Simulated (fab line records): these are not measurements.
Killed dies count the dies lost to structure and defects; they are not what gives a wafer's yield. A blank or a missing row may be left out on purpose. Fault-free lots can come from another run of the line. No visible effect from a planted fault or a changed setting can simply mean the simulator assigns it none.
Commonality check across tools -- flow gf180mcu -- Lots sampled 13, wafers sampled 39

REASON FOR OPENING
1 of 13 lots carry a flag on the reading NSD_TW at GF_NSD_TW_MEAS_12. Fault-free wafers read 4251, with a standard deviation of 32.
Rule: flag the lot when none of its wafers has a number, or when each of its wafers that has one lies beyond 4 standard deviations from that mean. All remaining lots are regarded as sound.

lot,measured,on,"NSD_TW, wafer by wafer",flag
L655,day 13 23:13,film-metro-01,4293 4281 4270,
L656,day 14 12:23,film-metro-03,4248 4276 4257,
L657,day 14 19:08,film-metro-04,4228 4216 4214,
L658,day 14 21:03,film-metro-04,4244 4249 4258,
L659,day 15 07:08,film-metro-03,4256 4268 4292,
L662,day 16 08:10,film-metro-03,4280 4252 4257,
L664,day 16 23:38,film-metro-04,4184 4186 4192,
L666,day 17 13:07,film-metro-03,30 30 30,FLAGGED
L667,day 18 07:24,film-metro-03,4230 4258 4266,
L668,day 18 13:35,film-metro-04,4187 4192 4187,
L669,day 18 21:32,film-metro-03,4252 4244 4241,
L675,day 20 22:49,film-metro-03,4256 4266 4266,
L676,day 21 06:08,film-metro-04,4239 4243 4254,
Averaged over the flagged lots the numbers come to 30, -4221 from the usual (-99 or more standard deviations).

TOOL THAT RAN EACH LOT
The record keeps 1 process step preceding the reading, out of 602 steps on the route. Every cell lists first the tool, next ch and the chambers used by the sampled wafers, and last the start.
lot,flag,GF_NSD_EXPOSE_04
L655,,"iline-stepper-01 ch 0, day 13 13:20"
L656,,"iline-stepper-02 ch 0, day 14 01:12"
L657,,"iline-stepper-01 ch 0, day 14 09:07"
L658,,"iline-stepper-01 ch 0, day 14 10:41"
L659,,"iline-stepper-02 ch 0, day 14 19:42"
L662,,"iline-stepper-02 ch 0, day 15 20:13"
L664,,"iline-stepper-02 ch 0, day 16 12:25"
L666,FLAGGED,"iline-stepper-02 ch 0, day 17 01:24"
L667,,"iline-stepper-02 ch 0, day 17 19:17"
L668,,"iline-stepper-02 ch 0, day 18 00:43"
L669,,"iline-stepper-01 ch 0, day 18 08:49"
L675,,"iline-stepper-02 ch 0, day 20 10:09"
L676,,"iline-stepper-02 ch 0, day 20 18:19"
What is done by these steps:
- GF_NSD_EXPOSE_04: exposes mask Nplus, target cd 400 nm.
- GF_NSD_TW_MEAS_12

FLAGGED AGAINST TOTAL, ONE TOOL AT A TIME (gauges that did the reading follow at the end)
step,tool,lots run,flagged,share of the flagged lots,sound lots run after its first flagged lot
GF_NSD_EXPOSE_04,iline-stepper-01,4,0,none,-
GF_NSD_EXPOSE_04,iline-stepper-02,9,1,all,"4 (L667,L668,L675,L676)"
GF_NSD_TW_MEAS_12,film-metro-01,1,0,none,-
GF_NSD_TW_MEAS_12,film-metro-03,7,1,all,"3 (L667,L669,L675)"
GF_NSD_TW_MEAS_12,film-metro-04,5,0,none,-

WHAT THE TABLE ALLOWS
Table rows that saw every flagged lot: 2, namely iline-stepper-02 at GF_NSD_EXPOSE_04 and film-metro-03 at GF_NSD_TW_MEAS_12.
- iline-stepper-02 at GF_NSD_EXPOSE_04 ran 9 lots, 1 of them flagged. After the first flagged lot (L667, L668, L675, L676), sound lots still ran on it; a lasting fault on the whole tool would not permit that.
- film-metro-03 at GF_NSD_TW_MEAS_12 ran 7 lots, 1 of them flagged. After the first flagged lot (L667, L669, L675), sound lots still ran on it; a lasting fault on the whole tool would not permit that.
Every row of the table either missed a flagged lot or ran a sound lot after the first.

WHAT THE SIMULATOR HAD INSERTED
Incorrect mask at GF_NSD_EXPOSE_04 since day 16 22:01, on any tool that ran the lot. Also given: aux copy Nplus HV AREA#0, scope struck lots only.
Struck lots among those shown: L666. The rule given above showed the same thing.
